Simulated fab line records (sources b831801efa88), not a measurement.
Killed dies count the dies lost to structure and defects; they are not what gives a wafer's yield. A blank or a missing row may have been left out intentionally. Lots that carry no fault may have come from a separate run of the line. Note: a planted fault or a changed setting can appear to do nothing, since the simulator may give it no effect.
What tool caused it? | flow gf180mcu | Sampling: 6 lots, 18 wafers, 5 of 602 route steps

== WHAT EACH GAUGE READ, for each wafer ==
GF_M1_CD_MEAS_14: the cd target is 230 nm.
lot  | measured     | on       | cdNm (nm)
L805 | day 18 13:26 | cdSem-01 | 229.5 229.5 228.6
L809 | day 20 10:18 | cdSem-02 | 180.1 228.6 229.8
L817 | day 23 06:38 | cdSem-02 | 229.5 229.2 229.0
L819 | day 23 17:13 | cdSem-02 | 230.8 230.8 231.6
L821 | day 24 08:15 | cdSem-01 | 230.2 229.8 230.4
L823 | day 24 23:08 | cdSem-01 | 228.3 227.3 227.9

== EACH LOT AND THE TOOL THAT RAN IT (in order: tool; ch and the chambers of the sampled wafers; start) ==
lot  | GF_CONTACT_ETCH_16                | GF_CONTACT_ETCH_17                           | GF_M1_SPUTTER_00            | GF_M1_EXPOSE_11
L805 | rieDiel-02 ch 0,2,3, day 17 13:01 | rieDiel-02 ch 0,2,3, day 17 14:09 or earlier | pvdSputter-01, day 17 14:09 | krfScanner-02 ch 0, day 18 02:31
L809 | rieDiel-01 ch 0,1, day 19 08:43   | rieDiel-01 ch 0,1, day 19 09:51 or earlier   | pvdSputter-01, day 19 09:51 | krfScanner-02 ch 0, day 19 22:11
L817 | rieDiel-01 ch 1,3, day 22 06:16   | rieDiel-01 ch 1,3, day 22 07:24 or earlier   | pvdSputter-03, day 22 07:24 | krfScanner-02 ch 0, day 22 19:34
L819 | rieDiel-02 ch 0,1, day 22 17:37   | rieDiel-02 ch 0,1, day 22 18:45 or earlier   | pvdSputter-02, day 22 18:45 | krfScanner-01 ch 0, day 23 05:56
L821 | rieDiel-04 ch 0,2,3, day 23 08:58 | rieDiel-04 ch 0,2,3, day 23 10:07 or earlier | pvdSputter-01, day 23 10:07 | krfScanner-02 ch 0, day 23 21:19
L823 | rieDiel-04 ch 2,3, day 23 23:34   | rieDiel-04 ch 2,3, day 24 00:43 or earlier   | pvdSputter-01, day 24 00:43 | krfScanner-01 ch 0, day 24 12:46
- GF_CONTACT_ETCH_16: etches BARC in N2/H2.
- GF_CONTACT_ETCH_17: etches SiO2 in C4F8/O2/Ar, stops on CoSi2, target depth 860 nm.
- GF_M1_SPUTTER_00: material Ti, target thk 37.5 nm, time 150 s.
- GF_M1_EXPOSE_11: exposes mask Metal1, target cd 230 nm.

== THE ANSWER, worked out from the rows above alone ==
Rule: the lots themselves supply what counts as usual. Put in order of their means at a reading, lots are off if they are a third of the lots or fewer, leave a main group of 4 or more, and stand apart from it by a gap of 3 or more times the standard deviation of the main group's means; of several such gaps the widest counts. A main group is skipped when, at the precision printed for the reading in the tables above, its means are all equal. Also off: a lot with no number at a reading for which 4 or more lots have one. Where the step has rows for the other lots, those lots are counted as sound.
Off: L809 (GF_M1_CD_MEAS_14, cdNm). The main group: mean 229.5 nm, standard deviation 1.1.
A tool fits if, at a process step before that reading, it ran every lot that is off, and no sound lot after the first of them. Those tools and the gauges at GF_M1_CD_MEAS_14 are tried in the same way. With no start given for some of its lots, GF_CONTACT_ETCH_17 uses the hours and lot order of GF_M1_SPUTTER_00. None of those tried fits.

== WHAT THE SIMULATOR HAD PUT IN ==
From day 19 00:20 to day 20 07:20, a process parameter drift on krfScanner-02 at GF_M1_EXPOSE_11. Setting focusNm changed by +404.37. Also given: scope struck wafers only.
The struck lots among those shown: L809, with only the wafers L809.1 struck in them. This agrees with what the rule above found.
